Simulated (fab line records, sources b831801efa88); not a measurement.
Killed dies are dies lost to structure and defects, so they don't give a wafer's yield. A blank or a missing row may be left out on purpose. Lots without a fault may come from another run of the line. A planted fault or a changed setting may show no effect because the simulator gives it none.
fab line records | flow sky130
record lots=7 wafers=21 last_day=50
route steps=708 shown VIA1@473 METAL2@483
lots that met no fault: from a run of the same line without faults
start_h: hours from the record's first day to the start of the lot's first wafer shown | wait_h: hours since the lot's step before | " the same as in the row above | L1.1+2: a row that stands for several wafers | - no value, or no start given | * or withheld: withheld | < > ~ a bound
route shown NAME@n: a module of which the file shows steps, and the number in the route of the first | usual: mean/standard deviation of fault-free wafers | same: alike in all rows | chamber/n: place in a boat | sites: the reading at each site | _std_site: their standard deviation | _edge_site: outer sites' mean less inner sites' | radius_mm: how far each site lies from the wafer's centre | mask NAME#n: copy n | behind: the tool/chamber that last shaped the wafer | hold: why the lot was held/for how many hours/how that ended | device: the transistor (n, p or np) that didn't switch | end of line: the same wafers' tests at the end of the route | a step without rows: its recipe alone | killed: dies lost to structure and defects at the first sort, not the wafer's yield | map: a wafer's dies, x killed, . not, _ none there
set.NAME: the setting as run; set.NAME@STEP: as run at that earlier step | model.NAME: the simulator's own value behind a step, which no gauge read
lots at some steps of the route; a table a step, a row a wafer
services: from which hour (start_h, from the record's first day; less than 0 if before it) a tool's chamber was out of use, for how many hours, and why
## steps
# step SKY_VIA1_ETCH_15
# recipe target=SiO2 chemistry=C4F8/O2/Ar target_depth_nm=351 stop_on=TiN mask_material=KrF-thick source_w=1500 bias_w=1200 pressure_mtorr=40 c4f8_flow_sccm=withheld O2_flow_sccm=6 Ar_flow_sccm=300 time_s=54
# usual oes_product_au=0.981/0.0055
# columns lot.wafer tool chamber start_h wait_h oes_product_au rf_hours_counter_h
L324.4 rie_diel-02 0 910.85 0.0 0.987 8
L324.5 " 0 " " 0.978 -
L324.6 " 3 " " 0.971 -
L323.3 rie_diel-02 2 914.29 0.0 0.979 6
L323.4 " 3 " " 0.980 8
L323.5 " 3 " " 0.982 -
L330.2 rie_diel-01 0 932.40 0.0 0.990 16
L330.3 " 3 " " 0.978 12
L330.6 " 1 " " 0.986 -
L331.1 rie_diel-02 0 940.15 0.0 0.979 9
L331.3 " 3 " " 0.970 8
L331.6 " 1 " " 0.981 -
L332.2 rie_diel-04 2 951.41 0.0 0.983 25
L332.4 " 2 " " 0.977 -
L332.6 " 1 " " 0.980 -
L333.3 rie_diel-01 2 957.30 0.0 0.978 12
L333.4 " 0 " " 0.981 16
L333.5 " 3 " " 0.979 -
L334.3 rie_diel-02 2 960.30 0.0 0.998 7
L334.4 " 1 " " 0.980 9
L334.5 " 3 " " 0.989 -
# step SKY_VIA1_STRIP_16
# recipe chemistry=O2/N2 power_w=1400 pressure_mtorr=1500 platen_temp_c=withheld o2_flow_sccm=3000 n2_flow_sccm=300 overash_fraction=0.5
# step SKY_VIA1_STRIP_17
# recipe chemistry=post_etch_residue_remover time_s=1200 temp_c=72.5
# step SKY_VIA1_CLEAN_18
# recipe chemistry=IPA time_s=180 temp_c=25
# step SKY_VIA1_CLEAN_19
# recipe chemistry=O3/DIW dry=n2_spin
# step SKY_VIA1_SPUTTER_20
# recipe material=TiN target_thk_nm=20 chamber_pressure_pa=5 power_w=4000 time_s=80
# usual cathode_dc_power_W=4000.0/0.67 chamber_pressure_pa=5.001/0.0091 throttle_valve_pct=30.0/0.65
# columns lot.wafer tool chamber start_h wait_h cathode_dc_power_W chamber_pressure_pa throttle_valve_pct
L324.4 pvd_sputter-03 - 911.49 0.0 3999.8 5.010 30.7
L324.5 " - " " 3998.8 5.005 30.8
L324.6 " - " " 3999.8 5.006 31.2
L323.3 pvd_sputter-01 - 914.94 0.0 3999.7 4.994 30.3
L323.4 " - " " 3999.6 5.007 29.3
L323.5 " - " " 4000.8 5.011 28.7
L330.2 pvd_sputter-04 - 933.04 0.0 4000.2 4.990 29.8
L330.3 " - " " 3999.7 5.011 29.9
L330.6 " - " " 3998.9 5.000 29.9
L331.1 pvd_sputter-04 - 940.81 0.0 3999.9 5.008 30.0
L331.3 " - " " 3999.6 5.004 30.1
L331.6 " - " " 4000.7 4.993 30.3
L332.2 pvd_sputter-04 - 952.08 0.0 3999.6 5.000 30.7
L332.4 " - " " 4000.0 5.011 30.0
L332.6 " - " " 3999.9 5.007 29.7
L333.3 pvd_sputter-03 - 957.94 0.0 4000.9 4.992 31.0
L333.4 " - " " 4000.5 4.989 29.3
L333.5 " - " " 4000.4 5.003 30.2
L334.3 pvd_sputter-01 - 960.94 0.0 4000.3 5.003 28.8
L334.4 " - " " 3998.6 5.008 30.0
L334.5 " - " " 4001.1 4.999 28.4
# step SKY_VIA1_CVD_21
# recipe material=W target_thk_nm=270 time_s=80.902 temp_c=400 pressure_torr=40
# step SKY_VIA1_RS_MEAS_22
# recipe thk_meas_gauge=four-point-probe reads=W_of_VIA1_CVD_21+TiN_of_VIA1_SPUTTER_20
# usual VIA1_W_RS=0.426/0.0054
# columns lot.wafer tool chamber start_h wait_h VIA1_W_RS[ohm/sq]
L324.4 film_metro-02 - 911.70 0.1 0.441
L324.5 " - " " 0.439
L324.6 " - " " 0.435
L323.3 film_metro-01 - 915.13 0.1 0.420
L323.4 " - " " 0.428
L323.5 " - " " 0.426
L330.2 film_metro-03 - 933.21 0.1 0.424
L330.3 " - " " 0.426
L330.6 " - " " 0.421
L331.1 film_metro-02 - 940.96 0.1 0.428
L331.3 " - " " 0.426
L331.6 " - " " 0.425
L332.2 film_metro-03 - 952.25 0.1 0.426
L332.4 " - " " 0.422
L332.6 " - " " 0.423
L333.3 film_metro-02 - 958.13 0.1 0.428
L333.4 " - " " 0.434
L333.5 " - " " 0.426
L334.3 film_metro-03 - 961.13 0.1 0.425
L334.4 " - " " 0.426
L334.5 " - " " 0.425
# step SKY_VIA1_THK_MEAS_23
# recipe thk_meas_gauge=xrf reads=W_of_VIA1_CVD_21
# usual VIA1_W_THK=274/4.2
# columns lot.wafer tool chamber start_h wait_h VIA1_W_THK[nm]
L324.4 film_metro-02 - 911.79 0.1 265
L324.5 " - " " 265
L324.6 " - " " 270
L323.3 film_metro-01 - 915.23 0.1 281
L323.4 " - " " 274
L323.5 " - " " 278
L330.2 film_metro-03 - 933.32 0.1 275
L330.3 " - " " 275
L330.6 " - " " 278
L331.1 film_metro-02 - 941.08 0.1 270
L331.3 " - " " 272
L331.6 " - " " 272
L332.2 film_metro-03 - 952.36 0.1 276
L332.4 " - " " 277
L332.6 " - " " 278
L333.3 film_metro-02 - 958.23 0.1 270
L333.4 " - " " 267
L333.5 " - " " 272
L334.3 film_metro-03 - 961.23 0.1 275
L334.4 " - " " 276
L334.5 " - " " 274
# step SKY_VIA1_CMP_24
# recipe stop_on=SiO2 t_overpolish_s=15 down_force_psi=3.5 platen_rpm=60 target_thk_nm=0 pad_velocity_m_s=0.94248
# usual head_pressure_psi=3.499/0.0074 motor_current_A=11.0/1.6 overpolish_run_s=15.000/0.0081 time_to_endpoint_s=65.8/2.9
# columns lot.wafer tool chamber start_h wait_h head_pressure_psi motor_current_A overpolish_run_s time_to_endpoint_s
L324.4 cmp-02 2 911.82 0.0 3.502 13.9 15.001 58.3
L324.5 " 2 " " 3.497 14.9 15.015 61.0
L324.6 " 3 " " 3.491 11.6 14.997 60.7
L323.3 cmp-02 1 915.27 0.0 3.495 10.5 15.001 68.9
L323.4 " 0 " " 3.500 11.1 14.999 69.3
L323.5 " 2 " " 3.490 13.7 15.001 61.7
L330.2 cmp-01 2 933.47 0.1 3.497 11.7 15.010 70.5
L330.3 " 3 " " 3.493 9.6 14.990 66.4
L330.6 " 1 " " 3.494 11.1 14.988 64.1
L331.3 cmp-01 2 941.23 0.1 3.509 11.3 14.988 70.8
L331.1 " 0 " " 3.498 7.7 14.989 67.1
L331.6 " 3 " " 3.501 9.2 14.996 71.6
L332.4 cmp-01 2 952.46 0.1 3.513 11.4 15.009 70.3
L332.2 " 0 " " 3.501 8.3 15.003 69.1
L332.6 " 1 " " 3.499 11.7 14.998 67.4
L333.4 cmp-01 2 958.29 0.0 3.498 11.6 14.997 64.2
L333.3 " 3 " " 3.492 9.4 15.000 64.2
L333.5 " 3 " " 3.497 9.6 14.998 63.8
L334.4 cmp-02 2 961.32 0.1 3.503 14.4 14.996 63.1
L334.3 " 0 " " 3.495 10.3 14.996 66.6
L334.5 " 1 " " 3.494 10.2 15.010 64.9
# step SKY_METAL2_SPUTTER_00
# recipe material=Ti target_thk_nm=15 power_w=3000 time_s=10 chamber_pressure_pa=0.4
# usual cathode_dc_power_W=3000.1/0.56 chamber_pressure_pa=0.3999/0.00086 throttle_valve_pct=30.5/0.87
# columns lot.wafer tool chamber start_h wait_h cathode_dc_power_W chamber_pressure_pa throttle_valve_pct
L324.4 pvd_sputter-02 - 912.12 0.2 3000.3 0.3955 29.8
L324.5 " - " " 2999.9 0.4000 31.5
L324.6 " - " " 3000.0 0.3993 30.5
L323.3 pvd_sputter-02 - 915.57 0.2 3000.4 0.3989 31.3
L323.4 " - " " 2999.9 0.3997 30.7
L323.5 " - " " 2999.7 0.4004 30.5
L330.2 pvd_sputter-04 - 933.67 0.1 2999.3 0.3997 30.0
L330.3 " - " " 3000.6 0.3991 30.0
L330.6 " - " " 2999.5 0.3991 30.0
L331.1 pvd_sputter-01 - 941.53 0.1 3000.0 0.3997 29.1
L331.3 " - " " 3000.7 0.4008 30.2
L331.6 " - " " 3000.1 0.4002 29.8
L332.2 pvd_sputter-02 - 952.71 0.1 3000.6 0.3996 30.8
L332.4 " - " " 2999.9 0.3999 31.3
L332.6 " - " " 3000.3 0.3998 31.1
L333.3 pvd_sputter-02 - 958.59 0.2 2999.2 0.4015 31.8
L333.4 " - " " 2999.8 0.4002 29.7
L333.5 " - " " 2999.1 0.4002 30.8
L334.3 pvd_sputter-04 - 961.57 0.1 3000.0 0.3992 30.0
L334.4 " - " " 2999.7 0.4004 30.2
L334.5 " - " " 3000.0 0.3994 30.2
# step SKY_METAL2_SPUTTER_01
# recipe material=TiN target_thk_nm=20 power_w=6500 time_s=16.7 chamber_pressure_pa=0.4
# step SKY_METAL2_SPUTTER_02
# recipe material=AlCu target_thk_nm=250 power_w=10600 time_s=13.3 chamber_pressure_pa=0.4
# usual cathode_dc_power_W=10600/1.9 chamber_pressure_pa=0.4002/0.00082 throttle_valve_pct=30.5/0.86
# columns lot.wafer tool chamber start_h wait_h cathode_dc_power_W chamber_pressure_pa throttle_valve_pct
L324.4 pvd_sputter-02 - 912.17 0.0 10598 0.4018 29.8
L324.5 " - " " 10596 0.4005 31.5
L324.6 " - " " 10602 0.3994 30.7
L323.3 pvd_sputter-02 - 915.62 0.0 10601 0.4010 31.2
L323.4 " - " " 10599 0.4007 30.5
L323.5 " - " " 10599 0.3985 30.6
L330.2 pvd_sputter-04 - 933.72 0.0 - - -
L330.3 " - " " - - -
L330.6 " - " " - - -
L331.1 pvd_sputter-01 - 941.58 0.0 - - -
L331.3 " - " " - - -
L331.6 " - " " - - -
L332.2 pvd_sputter-02 - 952.76 0.0 - - -
L332.4 " - " " - - -
L332.6 " - " " - - -
L333.3 pvd_sputter-02 - 958.64 0.0 10601 0.3993 32.0
L333.4 " - " " 10597 0.4011 29.8
L333.5 " - " " 10598 0.3999 30.7
L334.3 pvd_sputter-04 - 961.62 0.0 10598 0.4003 30.1
L334.4 " - " " 10601 0.4005 30.6
L334.5 " - " " 10601 0.3990 29.9
# step SKY_METAL2_SPUTTER_03
# recipe material=Ti target_thk_nm=5 power_w=3000 time_s=3.3 chamber_pressure_pa=0.4
# step SKY_METAL2_SPUTTER_04
# recipe material=TiN target_thk_nm=70 power_w=6500 time_s=58.3 chamber_pressure_pa=0.4
# usual cathode_dc_power_W=6500.1/1.2 chamber_pressure_pa=0.4000/0.00075 throttle_valve_pct=30.5/0.88
# columns lot.wafer tool chamber start_h wait_h cathode_dc_power_W chamber_pressure_pa throttle_valve_pct
L324.4 pvd_sputter-02 - 912.21 0.0 6501.1 0.3993 29.7
L324.5 " - " " 6500.3 0.4004 31.4
L324.6 " - " " 6502.8 0.4005 30.7
L323.3 pvd_sputter-02 - 915.66 0.0 6500.6 0.3991 31.3
L323.4 " - " " 6499.3 0.3994 30.9
L323.5 " - " " 6499.1 0.3995 30.6
L330.2 pvd_sputter-04 - 933.76 0.0 6500.3 0.3990 30.0
L330.3 " - " " 6499.6 0.4005 30.0
L330.6 " - " " 6499.1 0.4009 30.4
L331.1 pvd_sputter-01 - 941.62 0.0 6501.5 0.4000 29.2
L331.3 " - " " 6499.5 0.4002 30.0
L331.6 " - " " 6499.0 0.4003 30.0
L332.2 pvd_sputter-02 - 952.80 0.0 6500.0 0.3993 30.6
L332.4 " - " " 6499.2 0.4010 31.6
L332.6 " - " " 6500.4 0.3988 31.3
L333.3 pvd_sputter-02 - 958.68 0.0 6499.7 0.4015 32.1
L333.4 " - " " 6499.6 0.3996 29.9
L333.5 " - " " 6499.3 0.4009 30.9
L334.3 pvd_sputter-04 - 961.66 0.0 6499.8 0.3983 29.7
L334.4 " - " " 6499.7 0.4003 30.6
L334.5 " - " " 6500.6 0.3989 29.9
# step SKY_METAL2_RS_MEAS_05
# recipe thk_meas_gauge=four-point-probe reads=TiN_of_METAL2_SPUTTER_04+Ti_of_METAL2_SPUTTER_03+AlCu_of_METAL2_SPUTTER_02+TiN_of_METAL2_SPUTTER_01+Ti_of_METAL2_SPUTTER_00
# usual METAL2_ALCU_RS=0.1269/0.0012
# columns lot.wafer tool chamber start_h wait_h METAL2_ALCU_RS[ohm/sq]
L324.4 film_metro-04 - 912.32 0.1 0.1263
L324.5 " - " " 0.1264
L324.6 " - " " 0.1243
L323.3 film_metro-04 - 915.75 0.1 0.1276
L323.4 " - " " 0.1266
L323.5 " - " " 0.1260
L330.2 film_metro-02 - 933.83 0.0 8.6953
L330.3 " - " " 8.7131
L330.6 " - " " 8.6949
L331.1 film_metro-04 - 941.67 0.0 8.7032
L331.3 " - " " 8.6424
L331.6 " - " " 8.6676
L332.2 film_metro-02 - 952.87 0.0 8.7414
L332.4 " - " " 8.7626
L332.6 " - " " 8.7499
L333.3 film_metro-02 - 958.77 0.1 0.1254
L333.4 " - " " 0.1251
L333.5 " - " " 0.1237
L334.3 film_metro-02 - 961.75 0.1 0.1288
L334.4 " - " " 0.1277
L334.5 " - " " 0.1274
# step SKY_METAL2_THK_MEAS_06
# recipe thk_meas_gauge=xrf reads=AlCu_of_METAL2_SPUTTER_02
# usual METAL2_ALCU_THK=250.7/2.7
# columns lot.wafer tool chamber start_h wait_h METAL2_ALCU_THK[nm]
L324.4 film_metro-04 - 912.41 0.1 251.1
L324.5 " - " " 250.6
L324.6 " - " " 255.8
L323.3 film_metro-04 - 915.85 0.1 248.9
L323.4 " - " " 250.1
L323.5 " - " " 250.6
L330.2 film_metro-02 - 933.94 0.1 <0.3
L330.3 " - " " <0.3
L330.6 " - " " <0.3
L331.1 film_metro-04 - 941.79 0.1 <0.4
L331.3 " - " " <0.4
L331.6 " - " " <0.4
L332.2 film_metro-02 - 952.98 0.1 <0.3
L332.4 " - " " <0.3
L332.6 " - " " <0.3
L333.3 film_metro-02 - 958.87 0.1 256.7
L333.4 " - " " 256.1
L333.5 " - " " 257.5
L334.3 film_metro-02 - 961.85 0.1 247.9
L334.4 " - " " 249.9
L334.5 " - " " 250.3
# step SKY_METAL2_DEHYDRATE_07
# recipe temp_c=200 time_s=60
## services
# columns tool chamber start_h hours kind
cmp-01 - 912.00 4.0 pm
cmp-01 - 916.00 - consumable_replace:conditioner
cmp-01 - 916.00 - consumable_replace:pad
pvd_sputter-01 - 923.36 0.9 repair
pvd_sputter-02 - 924.80 1.3 repair
cmp-02 - 927.84 27.9 repair
rie_diel-04 3 946.87 6.0 repair
rie_diel-02 3 947.82 7.6 repair
rie_diel-04 0 951.33 2.6 repair
rie_diel-01 0 958.66 5.5 repair
## key
first_sign step=SKY_METAL2_SPUTTER_02 reading=tool_record direction=missing
effect step=SKY_METAL2_RS_MEAS_05 reading=METAL2_ALCU_RS direction=up sigmas=99+ usual=0.1269 struck=8.7078
effect step=SKY_METAL2_THK_MEAS_06 reading=METAL2_ALCU_THK direction=down sigmas=92 usual=250.7 struck=<0.3
met_at SKY_METAL2_SPUTTER_02
struck_wafers L330.2,L330.3,L330.6,L331.1,L331.3,L331.6,L332.2,L332.4,L332.6
later_rows_left_out L330.2,L330.3,L330.6,L331.1,L331.3,L331.6,L332.2,L332.4,L332.6
sort_left_out L330.2,L330.3,L330.6,L331.1,L331.3,L331.6,L332.2,L332.4,L332.6
onset_between 915.62 933.72
fault kind=skipped_step_whole tool=pvd_sputter-01,pvd_sputter-02,pvd_sputter-04 chamber=- onset_h=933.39 steps=SKY_METAL2_SPUTTER_02 scope=struck_lots_only
# sort_left_out: the simulated sort isn't trusted on such a fault, so these wafers' sort isn't shown, and their yield isn't known
# later_rows_left_out: the simulator's readings of these wafers behind a module that went badly wrong aren't trusted and aren't shown, but for the sort
